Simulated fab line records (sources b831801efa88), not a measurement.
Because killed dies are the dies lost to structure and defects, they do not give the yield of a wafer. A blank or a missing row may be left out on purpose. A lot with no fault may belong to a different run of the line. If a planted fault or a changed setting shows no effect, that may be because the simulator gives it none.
Struck lot and sound lot, side by side | flow sky130 | 24 steps out of a route of 708
Sound: wafers L241.1, L241.5, L241.6. Struck: wafer L252.4. (L252.1, L252.2 of the same lot were not struck and are left out.) The cause comes at the end.
Order at every step that has rows: each side's tool, ch and its chambers, its first start. Under that, the readings that differ: sound wafers | struck wafers | difference of the means | sigmas: that difference in standard deviations of wafers without a fault.
alike: words and numbers the same on both sides, and readings whose means are apart by under 2 such deviations; not compared: readings that were withheld, readings missing a value for some wafer, numbers with overlapping values and no deviation given by the record, and bounds like >300 which may hide the same value.
The two part at a step that has a row with sigmas, a row that says differs or no value, or rows on one side only. When numbers do not overlap yet have no deviation, they are printed without sigmas and do not part them. Lack of a reading on every wafer of one side parts them only where that side has two or more wafers.

first, 8 steps without rows for these wafers: SKY_RES_XHIGH_DEHYDRATE_00 (time 60 s); SKY_RES_XHIGH_HMDS_01 (prime time 60 s); SKY_RES_XHIGH_COAT_02 (resist thk 1140 nm); SKY_RES_XHIGH_SOFTBAKE_03 (time 60 s); SKY_RES_XHIGH_EXPOSE_04 (exposes mask URPM, target cd 1270 nm); SKY_RES_XHIGH_PEB_05; SKY_RES_XHIGH_DEVELOP_06 (develop time 60 s); SKY_RES_XHIGH_IMPLANT_07.
SKY_RES_XHIGH_STRIP_08: strips in O2/N2.
  sound on plasma asher-04 ch 0,1, day 29 15:31; struck on plasma asher-01 ch 1, day 32 16:24
  reading                     | sound          | struck | difference | sigmas
  drypump motor current A (A) | 6.35 5.76 6.33 | 5.44   | -0.71      | -3
  alike: oes product au, strip time to endpoint s
  not compared: rf hours counter h
SKY_RES_XHIGH_TW_MEAS_09:
  sound: film metro-01 at day 29 15:37; struck: film metro-02 at day 32 16:30
  reading      | sound          | struck | difference | sigmas
  RES_XHIGH_TW | 1667 1664 1671 | 1637   | -30        | -2
then, 2 steps without rows for these wafers: SKY_SD_N_DEHYDRATE_00 (time 60 s); SKY_SD_N_HMDS_01 (prime time 60 s).
SKY_SD_N_COAT_02: resist thk 1140 nm.
  sound on litho track-03 ch 0, day 30 05:20; struck on litho track-03 ch 0, day 33 05:20
  reading                                   | sound          | struck | difference | sigmas
  model.NOVOLAK_of_SD_N_COAT_02.thk nm (nm) | 1137 1138 1140 | 975    | -163       |
then, 3 steps without rows for these wafers: SKY_SD_N_SOFTBAKE_03 (time 60 s); SKY_SD_N_EXPOSE_04 (exposes mask NSDM, target cd 380 nm); SKY_SD_N_PEB_05.
SKY_SD_N_DEVELOP_06: develop time 60 s.
  sound on litho track-03 ch 0, day 30 19:11; struck on litho track-01 ch 0, day 33 19:13
  reading                                   | sound          | struck | difference | sigmas
  model.NOVOLAK_of_SD_N_COAT_02.thk nm (nm) | 1137 1137 1139 | 974.5  | -163.2     |
SKY_SD_N_CD_MEAS_07: the cd target is 380 nm.
  sound: cd sem-01 at day 30 19:20; struck: cd sem-02 at day 33 19:22
  reading    | sound             | struck | difference | sigmas
  cd nm (nm) | 383.5 382.4 381.4 | 398.7  | +16.3      | +6
SKY_SD_N_OVL_MEAS_08:
  sound: overlay-01 at day 30 19:27; struck: overlay-02 at day 33 19:29
  reading       | sound          | struck | difference | sigmas
  SD_N_OVL (nm) | -1.1 -1.8 -1.7 | 1.7    | +3.2       | +3
then, 2 steps without rows for these wafers: SKY_SD_N_IMPLANT_09; SKY_SD_N_IMPLANT_10.
SKY_SD_N_STRIP_11: strips in O2/N2.
  sound on plasma asher-02 ch 0,1, day 30 19:47; struck on plasma asher-02 ch 1, day 33 19:49
  reading                      | sound             | struck | difference | sigmas
  oes product au (a.u.)        | 0.525 0.520 0.529 | 0.514  | -0.011     | -2
  strip time to endpoint s (s) | 22.52 22.53 22.53 | 20.68  | -1.85      | -46
  alike: drypump motor current A
  not compared: rf hours counter h
SKY_SD_N_TW_MEAS_12:
  sound: film metro-03 at day 30 19:53; struck: film metro-02 at day 33 19:55
  alike: SD_N_TW
SKY_PAD_OPEN_PROBE_99:
  sound wafers here have rows in the record (prober-01, day 47 23:44); struck ones have none

WHERE THEY PART
Last at SKY_PAD_OPEN_PROBE_99 as far as this record goes, first at SKY_RES_XHIGH_STRIP_08.

WHY: what had been put in by the simulator
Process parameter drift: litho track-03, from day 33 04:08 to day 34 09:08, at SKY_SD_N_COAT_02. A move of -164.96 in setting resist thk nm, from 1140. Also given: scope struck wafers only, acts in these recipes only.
